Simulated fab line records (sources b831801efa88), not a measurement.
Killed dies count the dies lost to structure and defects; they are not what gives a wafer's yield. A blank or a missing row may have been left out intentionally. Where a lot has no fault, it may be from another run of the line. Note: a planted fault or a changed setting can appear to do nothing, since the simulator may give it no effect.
fab line records	flow sky130
record lots=11	wafers=33	last_day=50
route steps=708 shown METAL1@440 METAL2@483 VIA2@527 PAD_OPEN@708
lots that met no fault: taken from a fault-free run of the same line
start_h: hours from the record's first day to the start of the lot's first wafer shown	wait_h: hours elapsed since this lot's preceding step	" repeats the value in the row above	L1.1+2: a single row standing in for several wafers	- value missing, or start not given	* or withheld: withheld	< > ~ a bound
route shown NAME@n: a module of which the file shows steps, and the number in the route of the first	usual: mean/standard deviation of fault-free wafers	same: alike in all rows	chamber/n: place in a boat	sites: readings site by site	_std_site: standard deviation of those values	_edge_site: outer sites' mean less inner sites'	radius_mm: how far each site lies from the wafer's centre	mask NAME#n: copy n	behind: the tool/chamber that last shaped the wafer	hold: cause of the lot's hold/its duration in hours/its outcome	device: whichever transistor did not switch (one of n, p or np)	end of line: the tests these same wafers got at the end of their route	for a step that has no rows: nothing shown but its recipe	killed: at the first sort, the dies lost to defects and structure; wafer yield is something else	map: a wafer's dies, marking killed ones x, the rest . and places with no die _
set.NAME: the setting the step ran with; set.NAME@STEP: the setting that earlier step ran with	model.NAME: the simulator's own value behind a step, which no gauge read
a sample of lots followed through the steps of the route, with each step as a table and each wafer as a row
services: a tool's chamber out of use, with start hour (start_h, from the record's first day; less than 0 if before it), hours out, and reason
## steps
# step SKY_METAL1_THK_MEAS_06
# recipe thk_meas_gauge=xrf	reads=AlCu_of_METAL1_SPUTTER_02
# usual METAL1_ALCU_THK=250/3.7
lot.wafer	tool	chamber	start_h	wait_h	METAL1_ALCU_THK[nm]
L465.2	film_metro-04	-	743.44	0.1	251
L465.3	"	-	"	"	252
L465.4	"	-	"	"	245
L469.1	film_metro-01	-	769.90	0.1	251
L469.3	"	-	"	"	252
L469.4	"	-	"	"	252
L470.3	film_metro-02	-	771.45	0.1	252
L470.4	"	-	"	"	252
L470.5	"	-	"	"	254
L471.3	film_metro-01	-	796.60	0.1	243
L471.5	"	-	"	"	245
L471.6	"	-	"	"	247
L473.3	film_metro-01	-	798.03	0.1	249
L473.5	"	-	"	"	251
L473.6	"	-	"	"	250
L472.1	film_metro-01	-	798.31	0.1	244
L472.4	"	-	"	"	244
L472.5	"	-	"	"	246
L478.1	film_metro-01	-	843.26	0.1	257
L478.3	"	-	"	"	254
L478.6	"	-	"	"	257
L481.2	film_metro-04	-	863.54	0.1	242
L481.3	"	-	"	"	243
L481.4	"	-	"	"	245
L482.1	film_metro-02	-	867.08	0.1	249
L482.3	"	-	"	"	245
L482.6	"	-	"	"	245
L483.1	film_metro-02	-	875.17	0.1	253
L483.3	"	-	"	"	253
L483.5	"	-	"	"	253
L484.1	film_metro-04	-	893.09	0.1	248
L484.5	"	-	"	"	249
L484.6	"	-	"	"	254
# step SKY_METAL2_SPUTTER_00
# recipe material=Ti	target_thk_nm=15	power_w=3000	time_s=10	chamber_pressure_pa=0.4
# usual throttle_valve_pct=30.2/1.4
lot.wafer	tool	chamber	start_h	wait_h	throttle_valve_pct
L465.2	pvd_sputter-03	-	800.23	0.2	30.2
L465.3	"	-	"	"	28.8
L465.4	"	-	"	"	28.9
L469.1	pvd_sputter-03	-	826.09	0.1	29.5
L469.3	"	-	"	"	29.0
L469.4	"	-	"	"	30.1
L470.3	pvd_sputter-02	-	827.86	0.1	28.6
L470.4	"	-	"	"	28.4
L470.5	"	-	"	"	28.5
L471.3	pvd_sputter-03	-	850.90	0.2	29.9
L471.5	"	-	"	"	30.0
L471.6	"	-	"	"	28.8
L473.3	pvd_sputter-02	-	853.80	0.1	28.8
L473.5	"	-	"	"	30.3
L473.6	"	-	"	"	29.7
L472.1	pvd_sputter-01	-	853.89	0.1	32.4
L472.4	"	-	"	"	29.9
L472.5	"	-	"	"	30.2
L478.1	pvd_sputter-02	-	897.86	0.2	28.5
L478.3	"	-	"	"	30.4
L478.6	"	-	"	"	28.4
L481.2	pvd_sputter-02	-	918.18	0.2	28.5
L481.3	"	-	"	"	30.6
L481.4	"	-	"	"	29.5
L482.1	pvd_sputter-03	-	922.00	0.1	30.2
L482.3	"	-	"	"	28.9
L482.6	"	-	"	"	30.2
L483.1	pvd_sputter-01	-	929.13	0.1	32.0
L483.3	"	-	"	"	30.0
L483.5	"	-	"	"	30.0
L484.1	pvd_sputter-02	-	946.35	0.2	30.3
L484.5	"	-	"	"	28.4
L484.6	"	-	"	"	28.5
# step SKY_METAL2_METAL_ETCH_19
# recipe target_depth_a=3600	stop_on=SiO2	over_etch_frac=0.3	time_s=78	chemistry=Cl2/BCl3	resist_sidewall_deg=88	pressure_mtorr=10	icp_w=900	bias_w=48.5	Cl2_flow_sccm=60	bcl3_flow_sccm=30
# usual bias_w=48.48/0.13	drypump_motor_current_A=5.39/0.21	oes_product_au=0.855/0.0061	throttle_valve_pct=22.265/0.0094
lot.wafer	tool	chamber	start_h	wait_h	bias_w	drypump_motor_current_A	oes_product_au	rf_hours_counter_h	throttle_valve_pct
L465.2	rie_metal-04	1	827.24	0.0	48.54	5.36	0.852	15	22.275
L465.3	"	0	"	"	48.49	5.27	0.849	-	22.263
L465.4	"	1	"	"	48.48	5.34	0.858	-	22.263
L469.1	rie_metal-04	1	852.82	0.0	48.64	5.36	0.862	16	22.265
L469.3	"	0	"	"	48.39	5.30	0.853	-	22.257
L469.4	"	1	"	"	48.44	5.34	0.857	-	22.269
L470.3	rie_metal-04	0	854.41	0.1	48.37	5.28	0.846	-	22.271
L470.4	"	1	"	"	48.32	5.39	0.848	-	22.255
L470.5	"	0	"	"	48.21	5.28	0.861	-	22.273
L471.3	rie_metal-01	0	877.45	0.1	48.57	5.19	0.845	-	22.267
L471.5	"	1	"	"	48.40	5.23	0.849	-	22.257
L471.6	"	0	"	"	48.49	5.20	0.840	-	22.269
L473.3	rie_metal-03	1	879.97	0.1	48.59	5.81	0.845	-	22.260
L473.5	"	1	"	"	48.71	5.81	0.858	-	22.276
L473.6	"	0	"	"	48.81	5.64	0.856	-	22.281
L472.1	rie_metal-04	1	880.32	0.0	48.48	5.36	0.860	0	22.255
L472.4	"	1	"	"	48.65	5.39	0.848	-	22.264
L472.5	"	1	"	"	48.48	5.38	0.853	-	22.277
L478.1	rie_metal-03	0	924.04	0.0	48.32	5.62	0.848	0	22.278
L478.3	"	0	"	"	48.34	5.63	0.848	-	22.271
L478.6	"	1	"	"	48.52	5.79	0.858	-	22.261
L481.2	rie_metal-03	0	943.71	0.1	48.37	5.68	0.695	-	22.266
L481.3	"	0	"	"	48.56	5.64	0.706	-	22.257
L481.4	"	0	"	"	48.52	5.65	0.699	-	22.274
L482.1	rie_metal-01	0	947.03	0.1	48.49	5.18	0.851	9	22.269
L482.3	"	0	"	"	48.49	5.18	0.862	-	22.246
L482.6	"	0	"	"	48.47	5.19	0.864	-	22.270
L483.1	rie_metal-03	0	953.74	0.0	48.49	5.63	0.693	3	22.268
L483.3	"	1	"	"	48.18	5.83	0.688	-	22.273
L483.5	"	1	"	"	48.75	5.80	0.691	-	22.269
L484.1	rie_metal-04	0	970.35	0.0	48.23	5.30	0.844	3	22.258
L484.5	"	0	"	"	48.24	5.29	0.861	-	22.266
L484.6	"	1	"	"	48.33	5.37	0.840	-	22.270
# step SKY_METAL2_STRIP_20
# recipe chemistry=O2/N2	power_w=1400	pressure_mtorr=1500	platen_temp_c=withheld	o2_flow_sccm=3000	n2_flow_sccm=300	overash_fraction=0.5
# usual drypump_motor_current_A=5.9/0.43	o2_flow_sccm=3001/9.4	oes_product_au=0.343/0.0054	strip_time_to_endpoint_s=2.71/0.063
lot.wafer	tool	chamber	start_h	wait_h	drypump_motor_current_A	o2_flow_sccm	oes_product_au	rf_hours_counter_h	strip_time_to_endpoint_s
L465.2	plasma_asher-04	1	827.33	0.1	5.7	3002	0.348	102	2.74
L465.3	"	1	"	"	5.7	2991	0.347	-	2.76
L465.4	"	0	"	"	5.3	2995	0.337	-	2.75
L469.1	plasma_asher-02	0	852.91	0.1	6.3	3001	0.336	11	2.70
L469.3	"	1	"	"	6.5	3010	0.341	-	2.81
L469.4	"	0	"	"	6.3	3018	0.341	-	2.70
L470.3	plasma_asher-04	1	854.50	0.1	5.7	3012	0.352	-	2.75
L470.4	"	0	"	"	5.2	2999	0.348	-	2.69
L470.5	"	0	"	"	5.2	2999	0.346	-	2.74
L471.3	plasma_asher-02	0	877.54	0.1	6.3	3004	0.341	-	2.67
L471.5	"	1	"	"	6.6	3004	0.337	-	2.67
L471.6	"	0	"	"	6.3	2986	0.344	-	2.70
L473.3	plasma_asher-01	0	880.06	0.1	5.7	3017	0.350	-	2.78
L473.5	"	1	"	"	6.1	2987	0.348	-	2.80
L473.6	"	0	"	"	5.7	2986	0.343	-	2.55
L472.1	plasma_asher-02	0	880.41	0.1	6.3	3015	0.340	14	2.72
L472.4	"	1	"	"	6.5	3008	0.349	-	2.75
L472.5	"	0	"	"	6.3	2993	0.342	-	2.74
L478.1	plasma_asher-01	1	924.13	0.1	6.1	3013	0.338	76	2.66
L478.3	"	0	"	"	5.8	3001	0.339	-	2.65
L478.6	"	0	"	"	5.7	3004	0.352	-	2.75
L481.2	plasma_asher-04	0	943.86	0.1	5.2	2988	0.397	114	3.92
L481.3	"	1	"	"	5.7	2985	0.399	-	3.91
L481.4	"	0	"	"	5.2	2993	0.389	-	3.91
L482.1	plasma_asher-01	0	947.21	0.1	5.7	2997	0.344	78	2.73
L482.3	"	0	"	"	5.7	2994	0.344	-	2.69
L482.6	"	1	"	"	6.1	3011	0.343	-	2.70
L483.1	plasma_asher-02	0	953.83	0.1	6.2	3008	0.398	22	3.92
L483.3	"	0	"	"	6.3	3006	0.391	-	3.95
L483.5	"	0	"	"	6.3	3019	0.399	-	3.97
L484.1	plasma_asher-01	1	970.44	0.1	6.1	3019	0.349	81	2.79
L484.5	"	1	"	"	6.1	3015	0.342	-	2.79
L484.6	"	0	"	"	5.7	3018	0.340	-	2.79
# step SKY_VIA2_SPUTTER_20
# recipe material=TiN	target_thk_nm=20	chamber_pressure_pa=5	power_w=4000	time_s=80
# usual throttle_valve_pct=30.5/1.4
lot.wafer	tool	chamber	start_h	wait_h	throttle_valve_pct
L465.2	pvd_sputter-01	-	855.93	0.0	32.4
L465.3	"	-	"	"	32.1
L465.4	"	-	"	"	32.0
L469.1	pvd_sputter-04	-	881.80	0.0	31.5
L469.3	"	-	"	"	30.2
L469.4	"	-	"	"	30.9
L470.3	pvd_sputter-01	-	883.12	0.0	31.7
L470.4	"	-	"	"	32.1
L470.5	"	-	"	"	31.9
L471.3	pvd_sputter-03	-	905.93	0.0	28.8
L471.5	"	-	"	"	28.8
L471.6	"	-	"	"	30.1
L473.3	pvd_sputter-01	-	908.84	0.0	32.3
L473.5	"	-	"	"	29.9
L473.6	"	-	"	"	31.6
L472.1	pvd_sputter-04	-	908.94	0.0	31.7
L472.4	"	-	"	"	30.3
L472.5	"	-	"	"	31.7
L478.1	pvd_sputter-01	-	951.08	0.0	31.8
L478.3	"	-	"	"	32.1
L478.6	"	-	"	"	31.7
L482.1	pvd_sputter-04	-	973.04	0.0	31.3
L482.3	"	-	"	"	31.1
L482.6	"	-	"	"	31.5
L484.1	pvd_sputter-01	-	995.98	0.0	29.9
L484.5	"	-	"	"	31.9
L484.6	"	-	"	"	32.2
# step SKY_PAD_OPEN_PROBE_99
# usual defect_limited_yield=82.2/1.9	killed_at_M0_to_M3=43/6.3	killed_at_M4_up=3.3/1.7	killed_at_contacts=24/5.4	killed_at_front_end=16/4.6	killed_at_other=0.4/0.7	killed_dies=87/9.4	killed_on_rim=17/3.9	killed_open=47/6.9	killed_short=39/6.1	sort_bin_3_pad_short=0.9/0.45	sort_bin_5_function=10.6/1.5	sort_bin_6_memory=6.3/1.2	sort_n_pass=405/9.4	sort_yield_pct=82.2/1.9
# same gross_dies=492	killed_at_back_side=0	sort_bin_4_leakage[%]=0	sort_bin_8_speed[%]=0
lot.wafer	tool	chamber	start_h	wait_h	defect_limited_yield[%]	killed_at_M0_to_M3	killed_at_M4_up	killed_at_contacts	killed_at_front_end	killed_at_other	killed_dies	killed_on_rim	killed_open	killed_short	sort_bin_3_pad_short[%]	sort_bin_5_function[%]	sort_bin_6_memory[%]	sort_n_pass	sort_yield_pct[%]
L465.2	prober-01	-	1083.70	0.1	83.5	43	5	17	15	1	81	18	45	36	0.8	9.8	5.9	411	83.5
L465.3	prober-01	-	1083.75	0.2	82.1	44	2	22	20	0	88	18	48	40	1.4	11.2	5.3	404	82.1
L465.4	prober-01	-	1083.80	0.2	82.3	40	2	33	12	0	87	15	48	39	0.8	10.2	6.7	405	82.3
L469.1	prober-01	-	1102.79	0.1	82.3	37	5	29	16	0	87	18	44	43	0.4	10.8	6.5	405	82.3
L469.3	prober-01	-	1102.89	0.2	83.7	38	7	19	16	0	80	15	43	37	1.4	6.9	7.9	412	83.7
L469.4	prober-01	-	1102.94	0.2	81.7	42	3	27	17	1	90	23	56	33	0.6	11.0	6.7	402	81.7
L470.3	prober-02	-	1103.55	0.2	83.3	44	2	21	15	0	82	15	48	34	1.8	8.9	5.9	410	83.3
L470.4	prober-02	-	1103.60	0.2	82.9	47	3	19	15	0	84	22	52	31	1.2	11.0	4.9	408	82.9
L470.5	prober-02	-	1103.65	0.2	83.1	45	6	12	20	0	83	17	43	40	0.8	10.2	5.9	409	83.1
L471.3	prober-01	-	1119.56	0.2	82.3	42	3	31	11	0	87	17	52	35	1.2	11.8	4.7	405	82.3
L471.5	prober-01	-	1119.66	0.2	82.3	48	3	21	14	1	87	16	43	43	0.6	11.4	5.7	405	82.3
L471.6	prober-01	-	1119.71	0.2	84.3	39	2	23	13	0	77	17	41	36	0.6	9.1	5.9	415	84.3
L473.3	prober-02	-	1124.05	0.2	81.3	50	4	22	16	0	92	16	43	48	1.2	12.2	5.3	400	81.3
L473.5	prober-02	-	1124.15	0.2	81.9	46	2	22	19	0	89	24	47	41	0.8	10.2	7.1	403	81.9
L473.6	prober-02	-	1124.20	0.2	81.5	56	3	19	13	0	91	19	47	43	1.4	9.8	7.3	401	81.5
L472.1	prober-01	-	1124.44	0.1	83.3	43	4	22	13	0	82	13	45	37	0.4	11.8	4.5	410	83.3
L472.4	prober-01	-	1124.59	0.2	81.3	52	2	21	17	0	92	13	53	38	1.4	10.4	6.9	400	81.3
L472.5	prober-01	-	1124.64	0.2	83.3	43	2	21	16	0	82	18	40	42	0.2	11.4	5.1	410	83.3
L481.2	prober-01	-	1171.20	0.1	0	445	5	27	15	0	492	96	60	32	0.6	91.9	7.5	0	0
L481.3	prober-01	-	1171.25	0.2	0	459	1	21	11	0	492	96	44	26	0.2	94.7	5.1	0	0
L481.4	prober-01	-	1171.30	0.2	0	447	1	21	23	0	492	96	39	49	1.2	93.1	5.7	0	0
L483.1	prober-01	-	1176.32	0.1	0	455	3	18	16	0	492	96	47	32	0.8	93.5	5.7	0	0
L483.3	prober-01	-	1176.42	0.2	0	445	3	18	26	0	492	96	57	44	1.2	93.1	5.7	0	0
L483.5	prober-01	-	1176.52	0.2	0	442	3	30	17	0	492	96	50	51	0.6	92.5	6.9	0	0
# killed by level:class
L465.2 VIA1:geometric_particle:open=15 METAL1:geometric_particle:short=7 CONTACT:geometric_particle:open=6 VIA3:geometric_particle:open=6 FIELD_ISO:geometric_particle:open=5 VIA1:geometric_particle:short=5 LI_CONTACT:geometric_particle:open=4 METAL4:geometric_particle:short=4
L465.3 VIA1:geometric_particle:open=13 VIA1:geometric_particle:short=8 FIELD_ISO:geometric_particle:open=7 FIELD_ISO:geometric_particle:short=6 LI_CONTACT:geometric_particle:open=6 CONTACT:geometric_particle:open=6 VIA2:geometric_particle:open=6 LOCAL_INTERCONNECT:geometric_particle:short=5
L465.4 CONTACT:geometric_particle:open=12 LI_CONTACT:geometric_particle:open=11 METAL2:geometric_particle:short=8 VIA1:geometric_particle:open=8 VIA1:geometric_particle:short=7 VIA2:geometric_particle:open=6 CONTACT:geometric_particle:short=5 VIA2:geometric_particle:short=3
L469.1 CONTACT:geometric_particle:open=12 METAL1:geometric_particle:short=7 VIA1:geometric_particle:open=7 FIELD_ISO:geometric_particle:open=6 LOCAL_INTERCONNECT:geometric_particle:short=5 VIA3:geometric_particle:open=5 FIELD_ISO:geometric_particle:short=4 METAL4:geometric_particle:short=4
L469.3 CONTACT:geometric_particle:open=9 VIA1:geometric_particle:open=8 METAL1:geometric_particle:short=6 VIA3:geometric_particle:open=6 FIELD_ISO:geometric_particle:open=5 FIELD_ISO:geometric_particle:short=5 VIA2:geometric_particle:open=5 METAL4:geometric_particle:short=5
L469.4 CONTACT:geometric_particle:open=10 VIA1:geometric_particle:open=9 LI_CONTACT:geometric_particle:open=8 VIA2:geometric_particle:open=8 VIA3:geometric_particle:open=6 POLY_GATE:geometric_particle:open=5 CONTACT:geometric_particle:short=5 VIA1:geometric_particle:short=5
L470.3 CONTACT:geometric_particle:open=10 VIA1:geometric_particle:open=8 VIA3:geometric_particle:open=7 LI_CONTACT:geometric_particle:open=6 METAL2:geometric_particle:short=6 VIA2:geometric_particle:open=6 FIELD_ISO:geometric_particle:open=4 POLY_GATE:geometric_particle:short=4
L470.4 VIA2:geometric_particle:open=10 VIA1:geometric_particle:open=10 METAL2:geometric_particle:short=7 FIELD_ISO:geometric_particle:open=6 VIA3:geometric_particle:open=5 LI_CONTACT:geometric_particle:open=5 CONTACT:geometric_particle:open=5 LOCAL_INTERCONNECT:geometric_particle:short=4
L470.5 VIA2:geometric_particle:open=8 METAL1:geometric_particle:short=8 POLY_GATE:geometric_particle:short=5 CONTACT:geometric_particle:open=5 VIA1:geometric_particle:short=5 VIA1:geometric_particle:open=5 VIA3:geometric_particle:open=5 POLY_GATE:geometric_particle:open=4
L471.3 CONTACT:geometric_particle:open=15 VIA1:geometric_particle:open=9 VIA1:geometric_particle:short=7 VIA3:geometric_particle:open=6 LI_CONTACT:geometric_particle:open=6 FIELD_ISO:geometric_particle:open=5 LOCAL_INTERCONNECT:geometric_particle:short=5 METAL2:geometric_particle:short=4
L471.5 VIA3:geometric_particle:open=11 VIA1:geometric_particle:open=9 FIELD_ISO:geometric_particle:open=6 METAL2:geometric_particle:short=6 CONTACT:geometric_particle:short=5 CONTACT:geometric_particle:open=5 METAL3:geometric_particle:short=4 LI_CONTACT:geometric_particle:short=4
L471.6 VIA1:geometric_particle:open=15 CONTACT:geometric_particle:open=9 VIA1:geometric_particle:short=6 CONTACT:geometric_particle:short=6 FIELD_ISO:geometric_particle:open=4 METAL1:geometric_particle:short=4 VIA2:geometric_particle:open=4 POLY_GATE:geometric_particle:short=4
L473.3 VIA1:geometric_particle:open=11 VIA2:geometric_particle:short=8 CONTACT:geometric_particle:open=7 METAL1:geometric_particle:short=7 VIA1:geometric_particle:short=6 VIA2:geometric_particle:open=6 FIELD_ISO:geometric_particle:open=5 CONTACT:geometric_particle:short=5
L473.5 VIA1:geometric_particle:open=14 VIA2:geometric_particle:open=9 CONTACT:geometric_particle:open=9 FIELD_ISO:geometric_particle:short=6 CONTACT:geometric_particle:short=6 METAL1:geometric_particle:short=6 SPACER:geometric_particle:short=4 VIA1:geometric_particle:short=4
L473.6 VIA1:geometric_particle:open=13 VIA2:geometric_particle:open=11 CONTACT:geometric_particle:short=6 VIA3:geometric_particle:open=6 VIA3:geometric_particle:short=6 LOCAL_INTERCONNECT:geometric_particle:short=5 FIELD_ISO:geometric_particle:short=4 LI_CONTACT:geometric_particle:open=4
L472.1 LI_CONTACT:geometric_particle:open=8 VIA2:geometric_particle:open=8 CONTACT:geometric_particle:open=7 VIA3:geometric_particle:open=6 VIA2:geometric_particle:short=6 METAL1:geometric_particle:short=5 VIA1:geometric_particle:short=5 VIA1:geometric_particle:open=4
L472.4 VIA1:geometric_particle:open=15 VIA2:geometric_particle:open=8 LI_CONTACT:geometric_particle:open=6 VIA3:geometric_particle:open=6 FIELD_ISO:geometric_particle:open=5 CONTACT:geometric_particle:open=5 METAL1:geometric_particle:short=5 METAL3:geometric_particle:short=5
L472.5 CONTACT:geometric_particle:open=7 VIA1:geometric_particle:open=7 VIA2:geometric_particle:open=6 METAL3:geometric_particle:short=6 FIELD_ISO:geometric_particle:short=5 LI_CONTACT:geometric_particle:open=5 CONTACT:geometric_particle:short=5 SPACER:geometric_particle:short=4
L481.2 METAL2:area_etch=400 LI_CONTACT:geometric_particle:open=11 VIA1:geometric_particle:open=11 VIA2:geometric_particle:open=8 CONTACT:geometric_particle:open=7 VIA3:geometric_particle:open=7 LOCAL_INTERCONNECT:geometric_particle:short=5 METAL2:geometric_particle:short=4
L481.3 METAL2:area_etch=422 VIA1:geometric_particle:open=11 CONTACT:geometric_particle:open=7 METAL1:geometric_particle:short=6 VIA3:geometric_particle:open=6 LI_CONTACT:geometric_particle:open=4 CONTACT:geometric_particle:short=4 VIA1:geometric_particle:short=4
L481.4 METAL2:area_etch=404 VIA1:geometric_particle:open=10 METAL2:geometric_particle:short=9 CONTACT:geometric_particle:short=7 VIA2:geometric_particle:open=6 POLY_GATE:geometric_particle:open=5 METAL1:geometric_particle:short=5 FIELD_ISO:geometric_particle:short=4
L483.1 METAL2:area_etch=413 VIA3:geometric_particle:open=14 FIELD_ISO:geometric_particle:open=7 LI_CONTACT:geometric_particle:open=6 VIA1:geometric_particle:open=5 CONTACT:geometric_particle:short=5 METAL1:geometric_particle:short=5 CONTACT:geometric_particle:open=4
L483.3 METAL2:area_etch=391 VIA3:geometric_particle:open=14 VIA1:geometric_particle:open=9 FIELD_ISO:geometric_particle:open=8 CONTACT:geometric_particle:open=8 VIA2:geometric_particle:open=8 POLY_GATE:geometric_particle:short=7 METAL2:geometric_particle:short=6
L483.5 METAL2:area_etch=391 VIA1:geometric_particle:open=14 VIA2:geometric_particle:open=10 CONTACT:geometric_particle:open=9 CONTACT:geometric_particle:short=7 VIA1:geometric_particle:short=6 METAL2:geometric_particle:short=6 LI_CONTACT:geometric_particle:short=6
## services
tool	chamber	start_h	hours	kind
plasma_asher-02	-	801.16	1.8	repair
rie_metal-04	1	804.66	14.9	repair
plasma_asher-01	-	818.23	2.8	pm
rie_metal-04	-	828.11	1.4	pm
pvd_sputter-01	0	830.27	-	consumable_replace:kit
pvd_sputter-01	0	830.27	18.0	scheduled_down
pvd_sputter-01	0	830.27	18.0	vent_cycle
plasma_asher-04	-	838.84	1.2	repair
rie_metal-04	1	855.58	-	clean
rie_metal-04	1	855.58	17.5	scheduled_down
rie_metal-04	1	855.58	17.5	vent_cycle
pvd_sputter-03	-	860.00	0.5	repair
pvd_sputter-01	-	874.15	2.3	repair
pvd_sputter-02	2	883.49	-	consumable_replace:kit
pvd_sputter-02	2	883.49	18.0	scheduled_down
pvd_sputter-02	2	883.49	18.0	vent_cycle
rie_metal-04	0	895.52	-	clean
plasma_asher-01	-	901.95	2.3	repair
rie_metal-01	-	938.33	0.2	repair
rie_metal-01	1	940.50	29.5	repair
pvd_sputter-01	3	969.04	-	consumable_replace:kit
pvd_sputter-01	3	969.04	18.0	scheduled_down
pvd_sputter-01	3	969.04	18.0	vent_cycle
rie_metal-03	-	990.32	4.3	pm
## key
first_sign step=SKY_METAL2_METAL_ETCH_19	reading=oes_product_au	direction=down	sigmas=26	usual=0.855	struck=0.695
effect step=SKY_METAL2_STRIP_20	reading=strip_time_to_endpoint_s	direction=up	sigmas=19	usual=*	struck=*
effect step=SKY_PAD_OPEN_PROBE_99	reading=killed_at_M0_to_M3	direction=up	sigmas=65	usual=43	struck=449
more_kills_born_at SKY_METAL2_METAL_ETCH_19@rie_metal-03=2421
met_at SKY_METAL2_METAL_ETCH_19
struck_lots L481,L483
later_rows_left_out L481.2,L481.3,L481.4,L483.1,L483.3,L483.5
not_acting_at SKY_METAL1_THK_MEAS_06,SKY_METAL2_SPUTTER_00,SKY_VIA2_SPUTTER_20
onset_between 924.04 943.71
fault kind=process_parameter_drift	tool=rie_metal-03	chamber=-	onset_h=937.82	steps=SKY_METAL2_METAL_ETCH_19	channel=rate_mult	offset=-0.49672	shape=step	end_h=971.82
# later_rows_left_out: the simulator's readings of these wafers behind a module that went badly wrong aren't trusted and aren't shown, but for the sort
